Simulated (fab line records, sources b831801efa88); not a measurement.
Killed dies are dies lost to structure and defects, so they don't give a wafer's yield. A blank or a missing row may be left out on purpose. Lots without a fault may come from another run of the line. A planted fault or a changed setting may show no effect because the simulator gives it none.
fab line records | flow sky130
record lots=6 wafers=18 last_day=50
route steps=708 shown VIA1@473 METAL2@483 PAD_OPEN@708
lots that met no fault: from a run of the same line without faults
start_h: hours from the record's first day to the start of the lot's first wafer shown | wait_h: hours since the lot's step before | " the same as in the row above | L1.1+2: a row that stands for several wafers | - no value, or no start given | * or withheld: withheld | < > ~ a bound
route shown NAME@n: a module of which the file shows steps, and the number in the route of the first | usual: mean/standard deviation of fault-free wafers | same: alike in all rows | chamber/n: place in a boat | sites: the reading at each site | _std_site: their standard deviation | _edge_site: outer sites' mean less inner sites' | radius_mm: how far each site lies from the wafer's centre | mask NAME#n: copy n | behind: the tool/chamber that last shaped the wafer | hold: why the lot was held/for how many hours/how that ended | device: the transistor (n, p or np) that didn't switch | end of line: the same wafers' tests at the end of the route | a step without rows: its recipe alone | killed: dies lost to structure and defects at the first sort, not the wafer's yield | map: a wafer's dies, x killed, . not, _ none there
set.NAME: the setting as run; set.NAME@STEP: as run at that earlier step | model.NAME: the simulator's own value behind a step, which no gauge read
lots at some steps of the route; a table a step, a row a wafer
services: from which hour (start_h, from the record's first day; less than 0 if before it) a tool's chamber was out of use, for how many hours, and why
## steps
# step SKY_VIA1_ETCH_15
# recipe target=SiO2 chemistry=C4F8/O2/Ar target_depth_nm=351 stop_on=TiN mask_material=KrF-thick source_w=1500 bias_w=1200 pressure_mtorr=40 c4f8_flow_sccm=withheld O2_flow_sccm=6 Ar_flow_sccm=300 time_s=54
# usual oes_product_au=0.982/0.0052
# same time_s=54
# columns lot.wafer tool chamber start_h wait_h oes_product_au rf_hours_counter_h
L787.2 rie_diel-02 0 866.26 0.0 0.981 12
L787.4 " 3 " " 0.977 2
L787.5 " 3 " " 0.977 -
L789.1 rie_diel-02 3 873.34 0.0 0.982 2
L789.4 " 2 " " 0.979 8
L789.5 " 0 " " 0.995 -
L793.3 rie_diel-02 1 903.26 0.0 0.975 9
L793.4 " 0 " " 0.980 13
L793.6 " 1 " " 0.987 -
L797.1 rie_diel-04 1 932.19 0.0 0.975 12
L797.5 " 3 " " 0.975 -
L797.6 " 0 " " 0.979 -
L799.4 rie_diel-04 0 939.17 0.0 0.970 10
L799.5 " 2 " " 0.989 -
L799.6 " 3 " " 0.982 -
L802.1 rie_diel-04 1 957.17 0.0 0.986 13
L802.2 " 2 " " 0.985 17
L802.5 " 3 " " 0.978 -
# step SKY_VIA1_STRIP_16
# recipe chemistry=O2/N2 power_w=1400 pressure_mtorr=1500 platen_temp_c=withheld o2_flow_sccm=3000 n2_flow_sccm=300 overash_fraction=0.5
# usual drypump_motor_current_A=5.7/0.44 oes_product_au=0.415/0.0047 strip_time_to_endpoint_s=4.460/0.019
# columns lot.wafer tool chamber start_h wait_h drypump_motor_current_A oes_product_au rf_hours_counter_h strip_time_to_endpoint_s
L787.2 plasma_asher-01 1 866.31 0.0 5.9 0.417 13 4.460
L787.4 " 1 " " 5.9 0.406 - 4.465
L787.5 " 0 " " 5.3 0.418 - 4.470
L789.1 plasma_asher-04 1 873.39 0.0 5.0 0.410 74 4.451
L789.4 " 1 " " 5.0 0.410 - 4.436
L789.5 " 0 " " 6.2 0.416 - 4.480
L793.3 plasma_asher-04 0 903.34 0.1 6.2 0.414 - 4.440
L793.4 " 1 " " 5.0 0.422 - 4.481
L793.6 " 0 " " 6.2 0.421 - 4.445
L797.1 plasma_asher-04 1 932.24 0.0 5.0 0.419 80 4.465
L797.5 " 1 " " 5.0 0.415 - 4.442
L797.6 " 0 " " 6.2 0.413 - 4.456
L799.4 plasma_asher-02 1 939.25 0.1 5.9 0.423 - 4.477
L799.5 " 1 " " 5.9 0.417 - 4.467
L799.6 " 0 " " 5.8 0.414 - 4.454
L802.1 plasma_asher-02 1 957.22 0.0 5.9 0.420 51 4.471
L802.2 " 0 " " 5.8 0.410 51 4.468
L802.5 " 0 " " 5.8 0.425 - 4.481
# step SKY_VIA1_STRIP_17
# recipe chemistry=post_etch_residue_remover time_s=1200 temp_c=72.5
# step SKY_VIA1_CLEAN_18
# recipe chemistry=IPA time_s=180 temp_c=25
# step SKY_VIA1_CLEAN_19
# recipe chemistry=O3/DIW dry=n2_spin
# step SKY_VIA1_SPUTTER_20
# recipe material=TiN target_thk_nm=20 chamber_pressure_pa=5 power_w=4000 time_s=80
# step SKY_VIA1_CVD_21
# recipe material=W target_thk_nm=270 time_s=80.902 temp_c=400 pressure_torr=40
# step SKY_VIA1_RS_MEAS_22
# recipe thk_meas_gauge=four-point-probe reads=W_of_VIA1_CVD_21+TiN_of_VIA1_SPUTTER_20
# usual VIA1_W_RS=0.425/0.0059
# columns lot.wafer tool chamber start_h wait_h VIA1_W_RS[ohm/sq]
L787.2 film_metro-04 - 867.07 0.1 0.424
L787.4 " - " " 0.425
L787.5 " - " " 0.436
L789.1 film_metro-01 - 874.14 0.1 0.424
L789.4 " - " " 0.421
L789.5 " - " " 0.423
L793.3 film_metro-01 - 904.09 0.1 0.426
L793.4 " - " " 0.419
L793.6 " - " " 0.432
L797.1 film_metro-04 - 933.03 0.1 0.422
L797.5 " - " " 0.420
L797.6 " - " " 0.425
L799.4 film_metro-02 - 940.04 0.1 0.416
L799.5 " - " " 0.419
L799.6 " - " " 0.418
L802.1 film_metro-04 - 958.00 0.1 0.438
L802.2 " - " " 0.424
L802.5 " - " " 0.426
# step SKY_VIA1_THK_MEAS_23
# recipe thk_meas_gauge=xrf reads=W_of_VIA1_CVD_21
# usual VIA1_W_THK=275/4.8
# columns lot.wafer tool chamber start_h wait_h VIA1_W_THK[nm]
L787.2 film_metro-04 - 867.18 0.1 272
L787.4 " - " " 272
L787.5 " - " " 264
L789.1 film_metro-01 - 874.26 0.1 278
L789.4 " - " " 280
L789.5 " - " " 279
L793.3 film_metro-01 - 904.19 0.1 278
L793.4 " - " " 282
L793.6 " - " " 273
L797.1 film_metro-04 - 933.15 0.1 275
L797.5 " - " " 275
L797.6 " - " " 273
L799.4 film_metro-02 - 940.13 0.1 281
L799.5 " - " " 281
L799.6 " - " " 280
L802.1 film_metro-04 - 958.12 0.1 263
L802.2 " - " " 271
L802.5 " - " " 268
# step SKY_VIA1_CMP_24
# recipe stop_on=SiO2 t_overpolish_s=15 down_force_psi=3.5 platen_rpm=60 target_thk_nm=0 pad_velocity_m_s=0.94248
# usual head_pressure_psi=3.500/0.0084 motor_current_A=10.7/1.6 overpolish_run_s=15.000/0.0081 time_to_endpoint_s=65.5/2.7
# columns lot.wafer tool chamber start_h wait_h head_pressure_psi motor_current_A overpolish_run_s time_to_endpoint_s
L787.2 cmp-02 2 867.33 0.1 3.504 11.9 14.991 68.1
L787.4 " 3 " " 3.495 10.6 14.997 59.5
L787.5 " 1 " " 3.487 11.6 14.994 64.2
L789.1 cmp-02 3 874.37 0.1 3.490 10.6 15.006 60.7
L789.4 " 0 " " 3.499 9.3 15.000 63.4
L789.5 " 3 " " 3.494 10.2 15.011 64.5
L793.3 cmp-01 1 904.33 0.1 3.499 9.6 14.996 63.9
L793.4 " 2 " " 3.496 7.5 15.004 65.5
L793.6 " 3 " " 3.502 11.8 15.010 60.8
L797.1 cmp-01 2 933.26 0.1 3.504 8.1 14.975 67.5
L797.5 " 1 " " 3.503 9.4 14.999 64.9
L797.6 " 2 " " 3.505 7.6 15.010 64.1
L799.4 cmp-02 3 940.16 0.0 3.487 10.8 14.992 66.6
L799.5 " 3 " " 3.497 10.5 15.002 66.8
L799.6 " 0 " " 3.500 9.0 15.004 66.6
L802.1 cmp-02 3 958.28 0.1 3.506 10.9 15.018 59.2
L802.2 " 0 " " 3.496 9.3 14.990 61.0
L802.5 " 2 " " 3.503 12.6 15.001 65.1
# step SKY_METAL2_SPUTTER_00
# recipe material=Ti target_thk_nm=15 power_w=3000 time_s=10 chamber_pressure_pa=0.4
# usual throttle_valve_pct=30.2/0.71
# same time_s=10
# columns lot.wafer tool chamber start_h wait_h throttle_valve_pct
L787.2 pvd_sputter-02 - 867.53 0.1 29.9
L787.4 " - " " 29.5
L787.5 " - " " 29.4
L789.1 pvd_sputter-01 - 874.62 0.2 28.9
L789.4 " - " " 30.8
L789.5 " - " " 30.3
L793.3 pvd_sputter-02 - 904.53 0.1 29.9
L793.4 " - " " 30.9
L793.6 " - " " 31.4
L797.1 pvd_sputter-02 - 933.51 0.2 31.1
L797.5 " - " " 29.4
L797.6 " - " " 31.1
L799.4 pvd_sputter-04 - 940.46 0.2 29.9
L799.5 " - " " 30.0
L799.6 " - " " 30.5
L802.1 pvd_sputter-04 - 958.48 0.1 30.4
L802.2 " - " " 29.8
L802.5 " - " " 29.8
# step SKY_METAL2_SPUTTER_01
# recipe material=TiN target_thk_nm=20 power_w=6500 time_s=16.7 chamber_pressure_pa=0.4
# step SKY_METAL2_SPUTTER_02
# recipe material=AlCu target_thk_nm=250 power_w=10600 time_s=13.3 chamber_pressure_pa=0.4
# usual throttle_valve_pct=30.2/0.71
# columns lot.wafer tool chamber start_h wait_h throttle_valve_pct model.AlCu_of_METAL2_SPUTTER_02.thk_nm
L787.2 pvd_sputter-02 - 867.58 0.0 30.0 250.7
L787.4 " - " " 29.3 250.8
L787.5 " - " " 29.3 253.5
L789.1 pvd_sputter-01 - 874.67 0.0 29.2 250.3
L789.4 " - " " 30.8 248.6
L789.5 " - " " 30.6 250.7
L793.3 pvd_sputter-02 - 904.58 0.0 29.7 227.6
L793.4 " - " " 31.4 228.7
L793.6 " - " " 31.3 228.3
L797.1 pvd_sputter-02 - 933.56 0.0 31.3 225.8
L797.5 " - " " 29.4 229.5
L797.6 " - " " 31.4 226.7
L799.4 pvd_sputter-04 - 940.51 0.0 30.0 251.5
L799.5 " - " " 29.9 249.3
L799.6 " - " " 30.3 246.3
L802.1 pvd_sputter-04 - 958.53 0.0 30.5 253.2
L802.2 " - " " 30.0 253
L802.5 " - " " 29.8 256.1
# step SKY_METAL2_SPUTTER_03
# recipe material=Ti target_thk_nm=5 power_w=3000 time_s=3.3 chamber_pressure_pa=0.4
# step SKY_METAL2_SPUTTER_04
# recipe material=TiN target_thk_nm=70 power_w=6500 time_s=58.3 chamber_pressure_pa=0.4
# usual throttle_valve_pct=30.2/0.7
# same time_s=58.3
# columns lot.wafer tool chamber start_h wait_h throttle_valve_pct
L787.2 pvd_sputter-02 - 867.62 0.0 30.0
L787.4 " - " " 29.5
L787.5 " - " " 29.3
L789.1 pvd_sputter-01 - 874.71 0.0 28.8
L789.4 " - " " 30.6
L789.5 " - " " 30.6
L793.3 pvd_sputter-02 - 904.62 0.0 29.6
L793.4 " - " " 31.1
L793.6 " - " " 31.1
L797.1 pvd_sputter-02 - 933.60 0.0 31.4
L797.5 " - " " 29.2
L797.6 " - " " 31.2
L799.4 pvd_sputter-04 - 940.55 0.0 29.8
L799.5 " - " " 30.1
L799.6 " - " " 30.5
L802.1 pvd_sputter-04 - 958.57 0.0 30.3
L802.2 " - " " 30.0
L802.5 " - " " 29.6
# step SKY_METAL2_RS_MEAS_05
# recipe thk_meas_gauge=four-point-probe reads=TiN_of_METAL2_SPUTTER_04+Ti_of_METAL2_SPUTTER_03+AlCu_of_METAL2_SPUTTER_02+TiN_of_METAL2_SPUTTER_01+Ti_of_METAL2_SPUTTER_00
# usual METAL2_ALCU_RS=0.1273/0.0015
# columns lot.wafer tool chamber start_h wait_h METAL2_ALCU_RS[ohm/sq]
L787.2 film_metro-02 - 867.69 0.0 0.1265
L787.4 " - " " 0.1263
L787.5 " - " " 0.1249
L789.1 film_metro-03 - 874.76 0.0 0.1265
L789.4 " - " " 0.1273
L789.5 " - " " 0.1265
L793.3 film_metro-01 - 904.71 0.1 0.1400
L793.4 " - " " 0.1391
L793.6 " - " " 0.1395
L797.1 film_metro-01 - 933.65 0.0 0.1411
L797.5 " - " " 0.1388
L797.6 " - " " 0.1404
L799.4 film_metro-03 - 940.66 0.1 0.1262
L799.5 " - " " 0.1272
L799.6 " - " " 0.1287
L802.1 film_metro-01 - 958.62 0.0 0.1254
L802.2 " - " " 0.1252
L802.5 " - " " 0.1237
# step SKY_METAL2_THK_MEAS_06
# recipe thk_meas_gauge=xrf reads=AlCu_of_METAL2_SPUTTER_02
# usual METAL2_ALCU_THK=250/3
# columns lot.wafer tool chamber start_h wait_h METAL2_ALCU_THK[nm]
L787.2 film_metro-02 - 867.80 0.1 251
L787.4 " - " " 251
L787.5 " - " " 254
L789.1 film_metro-03 - 874.88 0.1 251
L789.4 " - " " 249
L789.5 " - " " 253
L793.3 film_metro-01 - 904.81 0.1 228
L793.4 " - " " 227
L793.6 " - " " 229
L797.1 film_metro-01 - 933.77 0.1 226
L797.5 " - " " 231
L797.6 " - " " 228
L799.4 film_metro-03 - 940.75 0.1 255
L799.5 " - " " 252
L799.6 " - " " 250
L802.1 film_metro-01 - 958.74 0.1 254
L802.2 " - " " 254
L802.5 " - " " 257
# step SKY_METAL2_DEHYDRATE_07
# recipe temp_c=200 time_s=60
# step SKY_PAD_OPEN_PROBE_99
# usual defect_limited_yield=82.2/1.8 killed_at_M0_to_M3=44/6 killed_at_M4_up=3.3/2.1 killed_at_contacts=25/5.5 killed_at_front_end=15/4.3 killed_at_other=0.2/0.41 killed_dies=88/9.1 killed_open=48/6.6 killed_short=39/6.7 sort_bin_3_pad_short=0.9/0.4 sort_bin_5_function=10.4/1.5 sort_bin_6_memory=6.5/1.1 sort_n_pass=404/9.1 sort_yield_pct=82.2/1.8
# same gross_dies=492 killed_at_back_side=0 sort_bin_4_leakage[%]=0 sort_bin_8_speed[%]=0
# columns lot.wafer tool chamber start_h wait_h defect_limited_yield[%] killed_at_M0_to_M3 killed_at_M4_up killed_at_contacts killed_at_front_end killed_at_other killed_dies killed_open killed_short sort_bin_3_pad_short[%] sort_bin_5_function[%] sort_bin_6_memory[%] sort_n_pass sort_yield_pct[%] model.etest.met2.line_ohm_um model.etest.met2.rs_ohm_sq
L787.2 prober-01 - 1134.09 0.1 81.5 48 6 21 14 2 91 48 42 0.8 10.2 7.5 401 81.5 0.9138 0.1262
L787.4 prober-01 - 1134.19 0.2 81.3 38 7 31 16 0 92 54 38 0.6 10.6 7.5 400 81.3 0.9132 0.1277
L787.5 prober-01 - 1134.24 0.2 80.3 43 5 30 19 0 97 52 44 1.0 12.4 6.3 395 80.3 0.8994 0.1251
L789.1 prober-02 - 1137.50 0.1 79.7 50 4 31 15 0 100 46 54 0.6 13.2 6.5 392 79.7 0.9276 0.1284
L789.4 prober-02 - 1137.65 0.2 83.9 34 3 22 19 1 79 43 35 0.2 10.0 5.9 413 83.9 0.9157 0.1299
L789.5 prober-02 - 1137.70 0.2 81.7 43 1 32 14 0 90 49 41 1.2 10.6 6.5 402 81.7 0.9027 0.1281
L793.3 prober-02 - 1157.17 0.2 83.3 38 6 22 16 0 82 42 39 1.2 7.9 7.5 410 83.3 0.9888 0.1415
L793.4 prober-02 - 1157.22 0.2 81.9 41 3 30 15 0 89 52 37 1.0 9.8 7.3 403 81.9 0.975 0.1398
L793.6 prober-02 - 1157.32 0.2 81.9 41 8 23 17 0 89 39 49 0.8 10.6 6.7 403 81.9 0.9813 0.1409
L797.1 prober-02 - 1185.16 0.1 82.5 41 5 31 9 0 86 49 37 0.4 10.2 6.9 406 82.5 1.014 0.1435
L797.5 prober-02 - 1185.36 0.2 83.7 45 6 20 9 0 80 43 37 0.6 11.2 4.5 412 83.7 0.9903 0.1424
L797.6 prober-02 - 1185.41 0.2 81.9 41 5 29 14 0 89 50 39 0.6 10.0 7.5 403 81.9 1.016 0.1438
L799.4 prober-02 - 1187.96 0.2 84.3 37 3 22 15 0 77 40 37 1.6 8.3 5.7 415 84.3 0.9056 0.127
L799.5 prober-02 - 1188.01 0.2 78.3 54 1 38 14 0 107 69 38 1.0 12.8 7.9 385 78.3 0.9436 0.1281
L799.6 prober-02 - 1188.06 0.2 85.2 35 1 19 18 0 73 41 32 0.8 9.8 4.3 419 85.2 0.901 0.1294
L802.1 prober-01 - 1195.91 0.1 79.7 52 2 28 18 0 100 67 33 0.8 12.6 6.9 392 79.7 0.903 0.126
L802.2 prober-01 - 1195.96 0.1 80.9 46 4 29 15 0 94 53 41 0.4 10.2 8.5 398 80.9 0.9167 0.1267
L802.5 prober-01 - 1196.11 0.2 80.1 41 5 29 23 0 98 46 52 1.0 11.0 7.9 394 80.1 0.8926 0.1254
# killed by level:class
L787.2 VIA1:geometric_particle:open=12 CONTACT:geometric_particle:open=10 VIA3:geometric_particle:open=8 VIA1:geometric_particle:short=6 METAL2:geometric_particle:short=5 METAL2:geometric_particle:open=4 METAL3:geometric_particle:short=4 FIELD_ISO:geometric_particle:open=3
L787.4 CONTACT:geometric_particle:open=14 VIA1:geometric_particle:open=8 VIA3:geometric_particle:open=8 LI_CONTACT:geometric_particle:open=7 METAL4:geometric_particle:short=6 POLY_GATE:geometric_particle:open=5 CONTACT:geometric_particle:short=5 METAL1:geometric_particle:short=5
L787.5 CONTACT:geometric_particle:open=16 VIA1:geometric_particle:open=10 VIA3:geometric_particle:open=9 FIELD_ISO:geometric_particle:short=7 METAL1:geometric_particle:short=7 VIA1:geometric_particle:short=6 METAL2:geometric_particle:short=6 FIELD_ISO:geometric_particle:open=5
L789.1 CONTACT:geometric_particle:open=14 VIA1:geometric_particle:short=10 VIA1:geometric_particle:open=9 LI_CONTACT:geometric_particle:short=8 VIA3:geometric_particle:short=6 METAL2:geometric_particle:short=6 VIA3:geometric_particle:open=6 LI_CONTACT:geometric_particle:open=5
L789.4 VIA1:geometric_particle:open=12 CONTACT:geometric_particle:open=9 VIA1:geometric_particle:short=6 CONTACT:geometric_particle:short=5 VIA2:geometric_particle:short=4 POLY_GATE:geometric_particle:short=4 POLY_GATE:geometric_particle:open=4 LI_CONTACT:geometric_particle:open=4
L789.5 LI_CONTACT:geometric_particle:open=12 VIA1:geometric_particle:open=9 CONTACT:geometric_particle:short=6 CONTACT:geometric_particle:open=6 METAL1:geometric_particle:short=6 VIA3:geometric_particle:open=6 LI_CONTACT:geometric_particle:short=5 VIA1:geometric_particle:short=5
L793.3 CONTACT:geometric_particle:open=10 VIA1:geometric_particle:open=9 POLY_GATE:geometric_particle:short=6 VIA1:geometric_particle:short=6 CONTACT:geometric_particle:short=5 LI_CONTACT:geometric_particle:open=4 METAL1:geometric_particle:short=4 VIA3:geometric_particle:open=4
L793.4 VIA2:geometric_particle:open=9 CONTACT:geometric_particle:open=8 LI_CONTACT:geometric_particle:open=7 LOCAL_INTERCONNECT:geometric_particle:short=7 VIA1:geometric_particle:open=7 METAL2:geometric_particle:short=7 POLY_GATE:geometric_particle:open=5 METAL1:geometric_particle:short=5
L793.6 VIA1:geometric_particle:open=10 METAL1:geometric_particle:short=9 METAL4:geometric_particle:short=8 LI_CONTACT:geometric_particle:open=5 CONTACT:geometric_particle:open=5 VIA3:geometric_particle:open=5 FIELD_ISO:geometric_particle:short=4 LI_CONTACT:geometric_particle:short=4
L797.1 CONTACT:geometric_particle:open=10 VIA1:geometric_particle:open=9 VIA2:geometric_particle:open=8 VIA3:geometric_particle:open=8 LI_CONTACT:geometric_particle:open=6 LOCAL_INTERCONNECT:geometric_particle:short=6 CONTACT:geometric_particle:short=5 METAL3:geometric_particle:short=5
L797.5 CONTACT:geometric_particle:open=10 METAL1:geometric_particle:short=9 VIA2:geometric_particle:open=6 VIA3:geometric_particle:open=6 VIA1:geometric_particle:open=5 LI_CONTACT:geometric_particle:open=4 LOCAL_INTERCONNECT:geometric_particle:short=4 METAL4:geometric_particle:short=4
L797.6 VIA1:geometric_particle:open=12 CONTACT:geometric_particle:open=11 VIA3:geometric_particle:open=9 POLY_GATE:geometric_particle:short=6 LI_CONTACT:geometric_particle:open=6 METAL1:geometric_particle:short=6 LOCAL_INTERCONNECT:geometric_particle:short=5 METAL3:geometric_particle:short=4
L799.4 VIA1:geometric_particle:open=12 CONTACT:geometric_particle:open=8 FIELD_ISO:geometric_particle:open=5 LOCAL_INTERCONNECT:geometric_particle:short=5 VIA1:geometric_particle:short=5 FIELD_ISO:geometric_particle:short=4 LI_CONTACT:geometric_particle:open=4 METAL2:geometric_particle:short=4
L799.5 LI_CONTACT:geometric_particle:open=14 CONTACT:geometric_particle:open=13 VIA2:geometric_particle:open=12 VIA1:geometric_particle:open=10 METAL2:geometric_particle:short=7 VIA3:geometric_particle:open=7 FIELD_ISO:geometric_particle:open=6 VIA2:geometric_particle:short=6
L799.6 VIA1:geometric_particle:open=12 VIA2:geometric_particle:open=7 POLY_GATE:geometric_particle:short=6 CONTACT:geometric_particle:open=6 LI_CONTACT:geometric_particle:open=5 CONTACT:geometric_particle:short=5 FIELD_ISO:geometric_particle:open=4 FIELD_ISO:geometric_particle:short=4
L802.1 VIA1:geometric_particle:open=22 LI_CONTACT:geometric_particle:open=13 CONTACT:geometric_particle:open=9 FIELD_ISO:geometric_particle:open=7 VIA2:geometric_particle:open=6 VIA1:geometric_particle:short=5 VIA3:geometric_particle:open=5 FIELD_ISO:geometric_particle:short=4
L802.2 LI_CONTACT:geometric_particle:open=11 VIA1:geometric_particle:open=10 FIELD_ISO:geometric_particle:open=6 CONTACT:geometric_particle:open=6 VIA1:geometric_particle:short=6 METAL2:geometric_particle:short=5 VIA2:geometric_particle:open=5 FIELD_ISO:geometric_particle:short=4
L802.5 CONTACT:geometric_particle:open=12 VIA1:geometric_particle:open=9 METAL1:geometric_particle:short=8 FIELD_ISO:geometric_particle:open=6 CONTACT:geometric_particle:short=6 VIA1:geometric_particle:short=6 POLY_GATE:geometric_particle:open=5 POLY_GATE:geometric_particle:short=5
## services
# columns tool chamber start_h hours kind
pvd_sputter-01 - 845.03 0.9 repair
cmp-02 - 855.98 0.7 repair
pvd_sputter-01 - 860.96 2.1 repair
pvd_sputter-02 2 861.36 - consumable_replace:kit
pvd_sputter-02 2 861.36 18.0 scheduled_down
pvd_sputter-02 2 861.36 18.0 vent_cycle
cmp-01 - 862.67 0.3 repair
rie_diel-04 0 870.78 6.5 repair
rie_diel-04 3 886.05 5.5 repair
pvd_sputter-01 - 909.97 1.9 repair
cmp-01 - 919.23 4.0 pm
cmp-01 - 923.23 - consumable_replace:conditioner
cmp-01 - 923.23 - consumable_replace:pad
pvd_sputter-02 - 926.81 3.3 repair
cmp-01 - 933.86 1.7 repair
plasma_asher-01 - 937.26 2.8 pm
pvd_sputter-04 - 942.44 1.1 repair
rie_diel-02 0 947.90 12.3 repair
pvd_sputter-01 0 958.13 - consumable_replace:kit
pvd_sputter-01 0 958.13 18.0 scheduled_down
pvd_sputter-01 0 958.13 18.0 vent_cycle
## key
first_sign step=SKY_METAL2_RS_MEAS_05 reading=METAL2_ALCU_RS direction=up sigmas=8.5 usual=0.1273 struck=0.1398
effect step=SKY_METAL2_THK_MEAS_06 reading=METAL2_ALCU_THK direction=down sigmas=7.3 usual=250 struck=228
model_effect step=SKY_METAL2_SPUTTER_02 value=AlCu_of_METAL2_SPUTTER_02.thk_nm without=247.4 struck=227.7
model_effect step=SKY_PAD_OPEN_PROBE_99 value=etest.met2.line_ohm_um without=0.9122 struck=0.9941
met_at SKY_METAL2_SPUTTER_02
struck_wafers L793.3,L793.4,L793.6,L797.1,L797.5,L797.6
onset_between 867.58 904.58
also_fits SKY_VIA1_STRIP_16:plasma_asher-04,SKY_VIA1_CMP_24:cmp-01,SKY_METAL2_SPUTTER_00:pvd_sputter-02,SKY_METAL2_SPUTTER_04:pvd_sputter-02
fault kind=process_parameter_drift tool=pvd_sputter-02 chamber=- onset_h=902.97 steps=SKY_METAL2_SPUTTER_02 channel=time_s offset=* shape=step end_h=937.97 acts_in=* stated=*
